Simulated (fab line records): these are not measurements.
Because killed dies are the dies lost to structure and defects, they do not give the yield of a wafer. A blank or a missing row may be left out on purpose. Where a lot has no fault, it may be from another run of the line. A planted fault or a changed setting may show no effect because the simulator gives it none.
fab line records | flow sky130
[record] lots = 6 wafers = 18 lastDay = 50
route steps=708 shown LI_CONTACT@375 LOCAL_INTERCONNECT@387 CONTACT@406 PAD_OPEN@708
lots that met no fault: from a run of the same line without faults
startH: hours from the record's opening day to when the first of the lot's shown wafers began | waitH: how many hours have passed since the lot's step before this one | " repeats the value in the row above | L1.1+2: a single row standing in for several wafers | - no value, or no start given | * or withheld: withheld | < > ~ a bound
route shown NAME@n: names a module that has steps shown in the file, with the first one's number in the route | usual: mean/standard deviation of fault-free wafers | same: alike in all rows | chamber/n: place in a boat | sites: readings site by site | _std_site: standard deviation of those values | _edge_site: outer sites' mean less inner sites' | radiusMm: how far each site lies from the wafer's centre | mask NAME#n: copy n | behind: the last tool/chamber to shape the wafer | hold: cause of the lot's hold/its duration in hours/its outcome | device: which transistor (n, p or np) failed to switch | end of line: the route-end tests of the same wafers | for a step that has no rows: nothing shown but its recipe | killed: dies lost to structure and defects at the first sort, not the wafer's yield | map: a wafer's dies, x killed, . not, _ none there
set.NAME: the setting the step ran with; set.NAME@STEP: the setting that earlier step ran with | model.NAME: the simulator's own value behind a step, which no gauge read
a table for each step, a row for each wafer; lots at some steps of the route
services: the hour from which a tool's chamber was out of use, counted from the record's first day as startH (under 0 if before that day), plus the number of hours and why
[[steps]]
[step SKY_LI_CONTACT_OVL_MEAS_13]
[usual] LI_CONTACT_OVL = 1/5.6
// columns lot.wafer tool chamber startH waitH LI_CONTACT_OVL[nm]
L164.2 overlay-02 - 679.28 0.1 8
L164.4 " - " " 6
L164.5 " - " " 11
L177.3 overlay-02 - 785.90 0.1 5
L177.4 " - " " -5
L177.5 " - " " 1
L178.1 overlay-01 - 795.99 0.1 4
L178.4 " - " " -1
L178.6 " - " " -1
L179.1 overlay-01 - 808.68 0.1 11
L179.4 " - " " 5
L179.6 " - " " 0
L180.3 overlay-01 - 810.05 0.1 7
L180.4 " - " " 0
L180.5 " - " " 9
L182.1 overlay-02 - 821.73 0.1 11
L182.2 " - " " -3
L182.5 " - " " -8
[step SKY_LI_CONTACT_ETCH_14]
[recipe] chemistry = N2/H2 target = BARC ionEnergyEv = 200 sourceW = 500 biasW = 100 pressureMtorr = 30 n2FlowSccm = 100 h2FlowSccm = 200 stopOn = SiO2 timeS = 45.9 targetDepthA = 600
[step SKY_LI_CONTACT_ETCH_15]
[recipe] target = PSG chemistry = C4F8/O2/Ar stopOn = Si taperDeg = 4.15 maskMaterial = KrF-thick sourceW = 1500 biasW = 1200 pressureMtorr = 40 c4f8FlowSccm = withheld O2_flow_sccm = 6 Ar_flow_sccm = 300 timeS = withheld targetDepthA = 6000
[usual] biasW = 1200/3.6 oesProductAu = 0.837/0.0041 rfFwdPowerW = 1492/4.6
// columns lot.wafer tool chamber startH waitH biasW oesProductAu rfFwdPowerW
L164.2 rieDiel-04 2 679.36 0.0 1199 0.839 1484
L164.4 " 1 " " 1201 0.841 1487
L164.5 " 3 " " 1196 0.838 1491
L177.3 rieDiel-03 3 785.96 0.0 1201 0.844 1496
L177.4 " 2 " " 1202 0.832 1496
L177.5 " 0 " " 1199 0.834 1492
L178.1 rieDiel-04 1 796.06 0.0 1198 0.831 1495
L178.4 " 3 " " 1202 0.838 1490
L178.6 " 2 " " 1201 0.838 1488
L179.1 rieDiel-01 3 808.76 0.0 1204 0.837 1489
L179.4 " 0 " " 1194 0.837 1495
L179.6 " 3 " " 1202 0.841 1490
L180.3 rieDiel-04 2 810.11 0.0 1198 0.842 1489
L180.4 " 1 " " 1196 0.840 1493
L180.5 " 2 " " 1200 0.837 1493
L182.1 rieDiel-01 0 821.81 0.0 1196 0.839 1488
L182.2 " 2 " " 1198 0.828 1492
L182.5 " 0 " " 1203 0.837 1485
[step SKY_LI_CONTACT_STRIP_16]
[recipe] chemistry = O2/N2 powerW = 1400 pressureMtorr = 1500 platenTempC = withheld o2FlowSccm = 3000 n2FlowSccm = 300 overashFraction = 0.5
[step SKY_LI_CONTACT_CLEAN_17]
[recipe] chemistry = NMP timeS = 600 tempC = 60 dry = n2Spin
[step SKY_LI_CONTACT_PRE_CLEAN_18]
[recipe] gas = Ar timeS = 5.6 biasV = 358
[step SKY_LI_CONTACT_SPUTTER_19]
[recipe] material = Ti targetThkNm = 20 chamberPressurePa = 5 powerW = 2500 substrateTempC = 200 timeS = 106.37
[step SKY_LI_CONTACT_SPUTTER_20]
[recipe] material = TiN targetThkNm = 20 chamberPressurePa = 5 powerW = 4000 timeS = 80
[step SKY_LI_CONTACT_CVD_21]
[recipe] material = W targetThkNm = 400 timeS = 120.56 tempC = 400 pressureTorr = 40
[usual] heaterPowerW = 826/87
// columns lot.wafer tool chamber startH waitH heaterPowerW
L164.2 cvdW-02 0 679.89 0.0 888
L164.4 " 0 " " 868
L164.5 " 0 " " 879
L177.3 cvdW-01 1 786.56 0.1 736
L177.4 " 0 " " 907
L177.5 " 1 " " 734
L178.1 cvdW-01 1 796.58 0.0 724
L178.4 " 1 " " 725
L178.6 " 1 " " 729
L179.1 cvdW-02 0 809.28 0.0 877
L179.4 " 0 " " 891
L179.6 " 1 " " 737
L180.3 cvdW-02 1 810.67 0.1 742
L180.4 " 0 " " 892
L180.5 " 0 " " 909
L182.1 cvdW-02 0 822.33 0.0 888
L182.2 " 1 " " 763
L182.5 " 1 " " 747
[step SKY_LI_CONTACT_RS_MEAS_22]
[recipe] thkMeasGauge = four-point-probe reads = W_of_LI_CONTACT_CVD_21+TiN_of_LI_CONTACT_SPUTTER_20+Ti_of_LI_CONTACT_SPUTTER_19
[usual] LI_CONTACT_W_RS = 0.283/0.0046
// columns lot.wafer tool chamber startH waitH LI_CONTACT_W_RS[ohm/sq]
L164.2 filmMetro-02 - 680.03 0.1 0.288
L164.4 " - " " 0.289
L164.5 " - " " 0.284
L177.3 filmMetro-03 - 786.68 0.1 0.288
L177.4 " - " " 0.285
L177.5 " - " " 0.288
L178.1 filmMetro-03 - 796.71 0.1 0.287
L178.4 " - " " 0.288
L178.6 " - " " 0.285
L179.1 filmMetro-02 - 809.40 0.1 0.288
L179.4 " - " " 0.289
L179.6 " - " " 0.278
L180.3 filmMetro-04 - 810.80 0.1 0.274
L180.4 " - " " 0.286
L180.5 " - " " 0.286
L182.1 filmMetro-02 - 822.45 0.1 0.287
L182.2 " - " " 0.277
L182.5 " - " " 0.277
[step SKY_LI_CONTACT_THK_MEAS_23]
[recipe] thkMeasGauge = xrf reads = W_of_LI_CONTACT_CVD_21
[usual] LI_CONTACT_W_THK = 407/8.2
// columns lot.wafer tool chamber startH waitH LI_CONTACT_W_THK[nm]
L164.2 filmMetro-02 - 680.14 0.1 402
L164.4 " - " " 401
L164.5 " - " " 408
L177.3 filmMetro-03 - 786.78 0.1 399
L177.4 " - " " 402
L177.5 " - " " 398
L178.1 filmMetro-03 - 796.83 0.1 402
L178.4 " - " " 399
L178.6 " - " " 403
L179.1 filmMetro-02 - 809.52 0.1 406
L179.4 " - " " 406
L179.6 " - " " 418
L180.3 filmMetro-04 - 810.90 0.1 416
L180.4 " - " " 399
L180.5 " - " " 400
L182.1 filmMetro-02 - 822.57 0.1 407
L182.2 " - " " 422
L182.5 " - " " 422
[step SKY_LI_CONTACT_CMP_24]
[recipe] stopOn = PSG tOverpolishS = 20 downForcePsi = 3.5 platenRpm = 60 targetThkNm = 0 padVelocityMS = 0.94248
[step SKY_LOCAL_INTERCONNECT_SPUTTER_00]
[recipe] material = TiN targetThkNm = 100 tempC = 300 powerW = 6500 timeS = 83.3 chamberPressurePa = 0.4
[usual] cathodeDcPowerW = 6500.0/1.2 throttleValvePct = 29.5/1.1
// columns lot.wafer tool chamber startH waitH cathodeDcPowerW throttleValvePct
L164.2 pvdSputter-02 - 680.49 0.2 6500.9 30.2
L164.4 " - " " 6499.9 30.1
L164.5 " - " " 6499.8 30.1
L177.3 pvdSputter-04 - 787.12 0.2 6500.5 29.0
L177.4 " - " " 6499.1 30.8
L177.5 " - " " 6499.0 28.9
L178.1 pvdSputter-02 - 797.19 0.1 6499.0 27.0
L178.4 " - " " 6498.5 30.0
L178.6 " - " " 6499.9 30.0
L179.1 pvdSputter-01 - 809.88 0.2 6499.9 30.1
L179.4 " - " " 6497.1 29.8
L179.6 " - " " 6498.1 31.1
L180.3 pvdSputter-02 - 811.24 0.2 6501.6 27.2
L180.4 " - " " 6498.6 30.0
L180.5 " - " " 6500.0 30.1
L182.1 pvdSputter-04 - 822.93 0.2 6500.1 30.6
L182.2 " - " " 6498.4 29.4
L182.5 " - " " 6500.1 29.3
[step SKY_LOCAL_INTERCONNECT_RS_MEAS_01]
[recipe] thkMeasGauge = four-point-probe reads = TiN_of_LOCAL_INTERCONNECT_SPUTTER_00
[usual] LOCAL_INTERCONNECT_TIN_RS = 14.19/0.18
// columns lot.wafer tool chamber startH waitH LOCAL_INTERCONNECT_TIN_RS[ohm/sq]
L164.2 filmMetro-03 - 680.58 0.1 14.14
L164.4 " - " " 14.27
L164.5 " - " " 14.28
L177.3 filmMetro-02 - 787.22 0.1 14.21
L177.4 " - " " 13.92
L177.5 " - " " 14.11
L178.1 filmMetro-01 - 797.25 0.0 14.28
L178.4 " - " " 14.14
L178.6 " - " " 14.29
L179.1 filmMetro-03 - 809.94 0.0 14.23
L179.4 " - " " 14.07
L179.6 " - " " 14.06
L180.3 filmMetro-02 - 811.34 0.1 14.22
L180.4 " - " " 13.89
L180.5 " - " " 14.21
L182.1 filmMetro-02 - 822.99 0.0 13.86
L182.2 " - " " 13.82
L182.5 " - " " 14.07
[step SKY_LOCAL_INTERCONNECT_THK_MEAS_02]
[recipe] thkMeasGauge = xrf reads = TiN_of_LOCAL_INTERCONNECT_SPUTTER_00
[usual] LOCAL_INTERCONNECT_TIN_THK = 99.9/1.3
// columns lot.wafer tool chamber startH waitH LOCAL_INTERCONNECT_TIN_THK[nm]
L164.2 filmMetro-03 - 680.69 0.1 100.0
L164.4 " - " " 98.5
L164.5 " - " " 98.8
L177.3 filmMetro-02 - 787.32 0.1 99.8
L177.4 " - " " 102.2
L177.5 " - " " 100.8
L178.1 filmMetro-01 - 797.37 0.1 99.7
L178.4 " - " " 100.5
L178.6 " - " " 99.2
L179.1 filmMetro-03 - 810.06 0.1 98.6
L179.4 " - " " 99.8
L179.6 " - " " 99.9
L180.3 filmMetro-02 - 811.44 0.1 99.4
L180.4 " - " " 101.8
L180.5 " - " " 99.7
L182.1 filmMetro-02 - 823.11 0.1 102.4
L182.2 " - " " 102.4
L182.5 " - " " 100.6
[step SKY_LOCAL_INTERCONNECT_DEHYDRATE_03]
[recipe] tempC = 200 timeS = 60
[step SKY_LOCAL_INTERCONNECT_HMDS_04]
[recipe] primeTimeS = 60 primeTempC = 120
[step SKY_LOCAL_INTERCONNECT_COAT_05]
[recipe] resist = BARC tempC = withheld timeS = withheld spinRpm = 3000 resistThkNm = 60
[step SKY_LOCAL_INTERCONNECT_COAT_06]
[recipe] resist = KrF-thick spinRpm = 3000 resistThkNm = 450
[step SKY_LOCAL_INTERCONNECT_SOFTBAKE_07]
[recipe] tempC = 100 timeS = 90 resist = KrF-thick
[step SKY_LOCAL_INTERCONNECT_EXPOSE_08]
[recipe] maskId = LI1M na = 0.8 sourceShape = annular sigmaInner = 0.55 sigmaOuter = 0.85 targetCdNm = 170 doseMj = 28
[step SKY_LOCAL_INTERCONNECT_PEB_09]
[recipe] pebTempC = withheld pebTimeS = withheld resist = KrF-thick
[step SKY_LOCAL_INTERCONNECT_DEVELOP_10]
[recipe] developTimeS = 60 resist = KrF-thick devTempC = 21
[step SKY_LOCAL_INTERCONNECT_CD_MEAS_11]
[recipe] targetCdNm = 170
[usual] cdNm = 169.9/1.3
// columns lot.wafer tool chamber startH waitH cdNm
L164.2 cdSem-01 - 708.69 - 169.2
L164.4 " - " " 169.4
L164.5 " - " " 168.1
L177.3 cdSem-01 - 813.81 - 171.1
L177.4 " - " " 171.3
L177.5 " - " " 171.7
L178.1 cdSem-01 - 824.12 - 168.2
L178.4 " - " " 169.3
L178.6 " - " " 168.3
L179.1 cdSem-01 - 836.51 - 171.2
L179.4 " - " " 170.1
L179.6 " - " " 170.7
L180.3 cdSem-01 - 837.91 - 172.3
L180.4 " - " " 170.0
L180.5 " - " " 170.7
L182.1 cdSem-02 - 850.06 - 168.0
L182.2 " - " " 169.3
L182.5 " - " " 170.7
[step SKY_LOCAL_INTERCONNECT_OVL_MEAS_12]
[usual] LOCAL_INTERCONNECT_OVL = 2/5.4
// columns lot.wafer tool chamber startH waitH LOCAL_INTERCONNECT_OVL[nm]
L164.2 overlay-02 - 708.79 0.1 10
L164.4 " - " " 2
L164.5 " - " " 2
L177.3 overlay-02 - 813.90 0.1 7
L177.4 " - " " 1
L177.5 " - " " -6
L178.1 overlay-02 - 824.24 0.1 4
L178.4 " - " " -2
L178.6 " - " " 3
L179.1 overlay-01 - 836.63 0.1 0
L179.4 " - " " 7
L179.6 " - " " 9
L180.3 overlay-01 - 838.00 0.1 -1
L180.4 " - " " -4
L180.5 " - " " -2
L182.1 overlay-01 - 850.18 0.1 -6
L182.2 " - " " 4
L182.5 " - " " 4
[step SKY_LOCAL_INTERCONNECT_ETCH_13]
[recipe] chemistry = N2/H2 target = BARC ionEnergyEv = 200 biasW = 100 pressureMtorr = 30 n2FlowSccm = 100 h2FlowSccm = 200 icpW = 500 stopOn = SiO2 timeS = 45.9 targetDepthA = 600
[step SKY_LOCAL_INTERCONNECT_METAL_ETCH_14]
[recipe] targetDepthNm = 110 stopOn = PSG chemistry = Cl2/BCl3 target = TiN resistSidewallDeg = 88 pressureMtorr = 10 icpW = 900 biasW = 48.5 Cl2_flow_sccm = 60 bcl3FlowSccm = 30 timeS = 31.4
[usual] biasW = 48.50/0.16 drypumpMotorCurrentA = 5.6/0.36 oesProductAu = 0.939/0.0082 rfFwdPowerW = 887/4.1 throttleValvePct = 21.903/0.0089
// columns lot.wafer tool chamber startH waitH biasW drypumpMotorCurrentA oesProductAu rfFwdPowerW rfHoursCounterH throttleValvePct
L164.2 rieMetal-03 0 708.89 0.0 48.43 5.5 0.952 891 7 21.897
L164.4 " 0 " " 48.53 5.4 0.929 886 - 21.891
L164.5 " 0 " " 48.53 5.5 0.937 886 - 21.894
L177.3 rieMetal-03 1 814.00 0.0 48.67 6.3 0.944 891 - 21.886
L177.4 " 0 " " 48.44 5.5 0.952 888 - 21.883
L177.5 " 0 " " 48.46 5.5 0.941 892 - 21.900
L178.1 rieMetal-02 0 824.33 0.0 48.52 6.1 0.926 892 12 21.907
L178.4 " 1 " " 48.52 5.5 0.947 882 - 21.892
L178.6 " 0 " " 48.60 6.1 0.937 894 - 21.903
L179.1 rieMetal-03 0 836.73 0.0 48.45 5.5 0.943 893 12 21.891
L179.4 " 1 " " 48.35 6.3 0.942 884 - 21.899
L179.6 " 0 " " 48.84 5.5 0.932 889 - 21.909
L180.3 rieMetal-04 1 838.11 0.0 48.64 5.2 0.940 888 - 21.902
L180.4 " 0 " " 48.30 5.5 0.953 887 - 21.906
L180.5 " 0 " " 48.52 5.5 0.938 887 - 21.895
L182.1 rieMetal-03 0 850.28 0.0 48.45 5.5 0.953 887 13 21.901
L182.2 " 1 " " 48.73 6.3 0.954 888 4 21.895
L182.5 " 1 " " 48.45 6.3 0.944 887 - 21.901
[step SKY_LOCAL_INTERCONNECT_STRIP_15]
[recipe] chemistry = O2/N2 powerW = 1400 pressureMtorr = 1500 platenTempC = withheld o2FlowSccm = 3000 n2FlowSccm = 300 overashFraction = 0.5
[usual] drypumpMotorCurrentA = 5.2/0.42 oesProductAu = 0.426/0.0044 stripTimeToEndpointS = 4.718/0.018
// columns lot.wafer tool chamber startH waitH drypumpMotorCurrentA oesProductAu rfHoursCounterH stripTimeToEndpointS
L164.2 plasmaAsher-01 1 708.94 0.0 4.6 0.419 58 4.732
L164.4 " 0 " " 5.9 0.423 - 4.748
L164.5 " 0 " " 5.9 0.420 - 4.748
L177.3 plasmaAsher-04 0 814.07 0.1 4.9 0.427 - 4.718
L177.4 " 1 " " 5.2 0.426 - 4.721
L177.5 " 1 " " 5.2 0.425 - 4.726
L178.1 plasmaAsher-02 0 824.39 0.0 5.1 0.427 99 4.692
L178.4 " 0 " " 5.1 0.422 - 4.737
L178.6 " 0 " " 5.1 0.432 - 4.713
L179.1 plasmaAsher-04 0 836.78 0.0 4.9 0.424 10 4.689
L179.4 " 1 " " 5.2 0.433 - 4.708
L179.6 " 0 " " 4.9 0.423 - 4.698
L180.3 plasmaAsher-01 1 838.17 0.1 4.6 0.431 - 4.749
L180.4 " 0 " " 5.9 0.423 - 4.707
L180.5 " 1 " " 4.6 0.422 - 4.717
L182.1 plasmaAsher-01 0 850.33 0.0 5.9 0.424 71 4.692
L182.2 " 1 " " 4.7 0.428 71 4.688
L182.5 " 0 " " 5.9 0.429 - 4.708
[step SKY_LOCAL_INTERCONNECT_STRIP_16]
[recipe] chemistry = postEtchResidueRemover timeS = 1200 tempC = 72.5
[step SKY_LOCAL_INTERCONNECT_CLEAN_17]
[recipe] chemistry = IPA timeS = 180 tempC = 25
[step SKY_LOCAL_INTERCONNECT_CLEAN_18]
[recipe] chemistry = O3/DIW dry = n2Spin
[step SKY_CONTACT_CVD_00]
[recipe] material = Si3N4 targetThkNm = 75 tempC = 400 timeS = withheld rfW = 450
[step SKY_CONTACT_THK_MEAS_01]
[recipe] reads = Si3N4_of_CONTACT_CVD_00
[usual] CONTACT_CVD_00_THK = 75.4/1
// columns lot.wafer tool chamber startH waitH CONTACT_CVD_00_THK[nm]
L164.2 filmMetro-02 - 709.57 - 73.5
L164.4 " - " " 75.1
L164.5 " - " " 76.1
L177.3 filmMetro-01 - 814.69 - 74.3
L177.4 " - " " 77.1
L177.5 " - " " 75.6
L178.1 filmMetro-01 - 825.04 - 75.0
L178.4 " - " " 76.2
L178.6 " - " " 76.9
L179.1 filmMetro-04 - 837.41 - 74.4
L179.4 " - " " 75.5
L179.6 " - " " 75.0
L180.3 filmMetro-02 - 838.79 - 73.3
L180.4 " - " " 75.5
L180.5 " - " " 73.5
L182.1 filmMetro-02 - 851.00 - 73.6
L182.2 " - " " 74.4
L182.5 " - " " 74.7
[step SKY_CONTACT_HDPCVD_02]
[recipe] material = SiO2 targetThkNm = 565 sigmaOpenFrac = 0.3 timeS = 94.2 tempC = 600 sih4FlowSccm = 60 pressureMtorr = 6
[step SKY_CONTACT_THK_MEAS_03]
[recipe] reads = SiO2_of_CONTACT_HDPCVD_02
[usual] CONTACT_HDPCVD_THK = 566/6.3
// columns lot.wafer tool chamber startH waitH CONTACT_HDPCVD_THK[nm]
L164.2 filmMetro-04 - 709.70 0.0 578
L164.4 " - " " 566
L164.5 " - " " 574
L177.3 filmMetro-04 - 814.81 0.1 568
L177.4 " - " " 572
L177.5 " - " " 568
L178.1 filmMetro-02 - 825.17 0.0 575
L178.4 " - " " 571
L178.6 " - " " 564
L179.1 filmMetro-02 - 837.54 0.0 565
L179.4 " - " " 569
L179.6 " - " " 564
L180.3 filmMetro-04 - 838.92 0.1 577
L180.4 " - " " 573
L180.5 " - " " 571
L182.1 filmMetro-04 - 851.13 0.0 565
L182.2 " - " " 565
L182.5 " - " " 565
[step SKY_CONTACT_CMP_04]
[recipe] material = SiO2 downForcePsi = 4 platenRpm = 60 padVelocityMS = 0.94248
[usual] motorCurrentA = 12.4/1.8 timeToEndpointS = 84/4
// columns lot.wafer tool chamber startH waitH motorCurrentA timeToEndpointS
L164.2 cmp-01 1 709.80 0.1 11.4 86
L164.4 " 3 " " 15.3 82
L164.5 " 1 " " 11.6 85
L177.3 cmp-01 0 814.90 0.1 13.1 80
L177.4 " 1 " " 11.5 81
L177.5 " 3 " " 15.1 81
L178.1 cmp-01 2 825.33 0.1 10.9 92
L178.4 " 3 " " 15.5 85
L178.6 " 0 " " 13.7 85
L179.4 cmp-02 1 837.60 0.0 9.6 87
L179.1 " 3 " " 11.4 82
L179.6 " 2 " " 10.1 77
L180.3 cmp-01 3 838.96 0.0 14.8 85
L180.4 " 1 " " 11.9 84
L180.5 " 3 " " 15.0 83
L182.2 cmp-01 0 851.29 0.1 14.3 83
L182.1 " 1 " " 12.1 82
L182.5 " 2 " " 10.8 89
[step SKY_CONTACT_BOW_MEAS_05]
[recipe] mode = bow
[usual] CONTACT_BOW = 83/6.7
// columns lot.wafer tool chamber startH waitH CONTACT_BOW[um]
L164.2 filmMetro-01 - 710.07 0.2 95
L164.4 " - " " 87
L164.5 " - " " 88
L177.3 filmMetro-01 - 815.19 0.2 75
L177.4 " - " " 73
L177.5 " - " " 79
L178.1 filmMetro-01 - 825.53 0.1 77
L178.4 " - " " 93
L178.6 " - " " 85
L179.1 filmMetro-04 - 837.90 0.1 91
L179.4 " - " " 88
L179.6 " - " " 92
L180.3 filmMetro-04 - 839.30 0.3 93
L180.4 " - " " 82
L180.5 " - " " 90
L182.1 filmMetro-04 - 851.49 0.1 90
L182.2 " - " " 89
L182.5 " - " " 82
[step SKY_CONTACT_DEHYDRATE_06]
[recipe] tempC = 200 timeS = 60
[step SKY_CONTACT_HMDS_07]
[recipe] primeTimeS = 60 primeTempC = 120
[step SKY_CONTACT_COAT_08]
[recipe] resist = BARC tempC = withheld timeS = withheld spinRpm = 3000 resistThkNm = 60
[step SKY_CONTACT_COAT_09]
[recipe] resist = KrF-thick spinRpm = 3000 resistThkNm = 450
[step SKY_CONTACT_SOFTBAKE_10]
[recipe] tempC = 100 timeS = 90 resist = KrF-thick
[step SKY_PAD_OPEN_PROBE_99]
[usual] killed_at_M0_to_M3 = 43/6 killed_at_M4_up = 3.2/1.9 killedAtContacts = 25/5.4 killedAtFrontEnd = 15/4.5 killedAtOther = 0.3/0.59 killedDies = 87/8.7 killedOpen = 47/6.7 killedShort = 39/5.7
[same] grossDies = 492 killedAtBackSide = 0
// columns lot.wafer tool chamber startH waitH killed_at_M0_to_M3 killed_at_M4_up killedAtContacts killedAtFrontEnd killedAtOther killedDies killedOpen killedShort
L178.1 prober-01 - 1166.43 0.1 40 0 93 9 0 142 50 33
L180.3 prober-01 - 1177.63 0.2 39 3 79 9 0 130 37 30
L182.5 prober-01 - 1188.39 0.2 44 1 26 19 0 90 44 46
// killed by level:class
L178.1 LOCAL_INTERCONNECT:unspecified=59 CONTACT:geometricParticle:open=16 VIA1:geometricParticle:open=15 METAL2:geometricParticle:short=6 LI_CONTACT:geometricParticle:open=5 VIA3:geometricParticle:open=5 LI_CONTACT:geometricParticle:short=4 CONTACT:geometricParticle:short=4
L180.3 LOCAL_INTERCONNECT:unspecified=63 VIA1:geometricParticle:open=7 METAL2:geometricParticle:short=6 VIA3:geometricParticle:open=6 CONTACT:geometricParticle:short=5 CONTACT:geometricParticle:open=5 VIA2:geometricParticle:open=5 VIA1:geometricParticle:short=5
L182.5 VIA1:geometricParticle:open=12 CONTACT:geometricParticle:short=9 CONTACT:geometricParticle:open=7 VIA2:geometricParticle:open=7 VIA1:geometricParticle:short=7 POLY_GATE:geometricParticle:short=5 LI_CONTACT:geometricParticle:open=5 LOCAL_INTERCONNECT:geometricParticle:short=5
// map L178.1 (x killed, . not)
__________.....xxxxx_________
________....xxxxxxxxxx_______
______......xxxxxxxxxxx._____
_____..xx....xxxxxxxxxx..____
____..xx....x.xxxxxxxxx...___
___.........x..xxxxxxxx....__
__.x..x........xxxxxx.x....._
_.x.....x...x..xxxxxx........
_...x.......x..x.x.x.x....x..
_..............x...x.....xx..
_...x...x.....x....x..x......
_.x...x.x...........x......x.
_x........x.......x.........x
_.xx......x..xx...x.....x....
_x..x.xx.xx..................
__x.....xx...x..xxx....x...._
___x.......x.....x....x..x.__
____x..x......xxx...x.....___
_____..x.x............xxx____
______.................._____
________x............._______
__________...xx....._________
// map L180.3 (x killed, . not)
__________...xxxxxxx_________
________.....xxxxxxxxx_______
______x......xxxxxxxxxx._____
_____.x......xxxxxxxxxxx.____
____..........xxxxxxxxx...___
___.xxxx.....xxxxxxxxxx..x.__
__x...........xxxxxxx......._
_xx..........x.x.....x.......
_...x..........x......x....x.
_..........x....xx.x....x....
_.......x.x..x..........x....
_....x.........xxx...x...xx..
_....x..................x....
_.........x.......x..x..x...x
_....xx........x...x....x....
__.....x..xx................_
___...x.....x.x........x.xx__
____.........x........x...___
_____x.xxx.xx............____
______.....x...x........_____
________.............._______
__________..x..x.x.._________
[[services]]
// columns tool chamber startH hours kind
rieMetal-03 0 658.37 9.2 repair
cvdW-02 0 669.92 6.6 repair
cvdW-02 - 677.41 1.0 repair
rieDiel-01 1 686.70 9.7 repair
pvdSputter-02 - 706.93 5.4 repair
cmp-01 - 712.41 9.4 repair
plasmaAsher-01 - 723.63 6.1 repair
cmp-01 - 726.25 2.4 repair
rieDiel-01 - 730.91 0.5 repair
cvdW-02 1 731.98 9.9 repair
plasmaAsher-04 - 733.75 9.0 pm
rieDiel-04 3 734.69 7.7 repair
rieDiel-04 0 736.19 5.5 repair
cmp-01 - 747.53 5.4 pm
cvdW-01 - 750.53 2.8 pm
cmp-01 - 752.95 4.0 pm
cmp-01 - 760.57 0.6 repair
cmp-01 - 770.32 0.8 repair
cvdW-02 - 787.52 1.6 repair
plasmaAsher-01 - 805.76 2.8 pm
cmp-01 - 809.20 3.0 repair
rieDiel-04 - 825.39 0.6 repair
rieDiel-04 1 829.96 9.1 repair
plasmaAsher-01 - 833.46 3.6 repair
[[key]]
[firstSign] step = SKY_PAD_OPEN_PROBE_99 reading = killedAtContacts direction = up sigmas = 11 usual = 25 struck = 86
[effect] step = SKY_PAD_OPEN_PROBE_99 reading = killedDies direction = up sigmas = 5.7 usual = 87 struck = 136
metAt SKY_LOCAL_INTERCONNECT_SPUTTER_00
struckWafers L178.1,L180.3
testerLeftOut L178,L180
[fault] kind = chamberParticleSource tool = pvdSputter-02 chamber = - onsetH = 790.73 steps = SKY_LOCAL_INTERCONNECT_SPUTTER_00 ratePerVisitCm2 = 1.8515 endH = 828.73 scope = struckWafersOnly
// testerLeftOut: of these lots the tester's yield and bins aren't shown, on N5 and GAA mostly nor the transistor test; their killed dies are dies lost to structure and defects alone, not to doping, threshold or leakage, so they don't give the yield
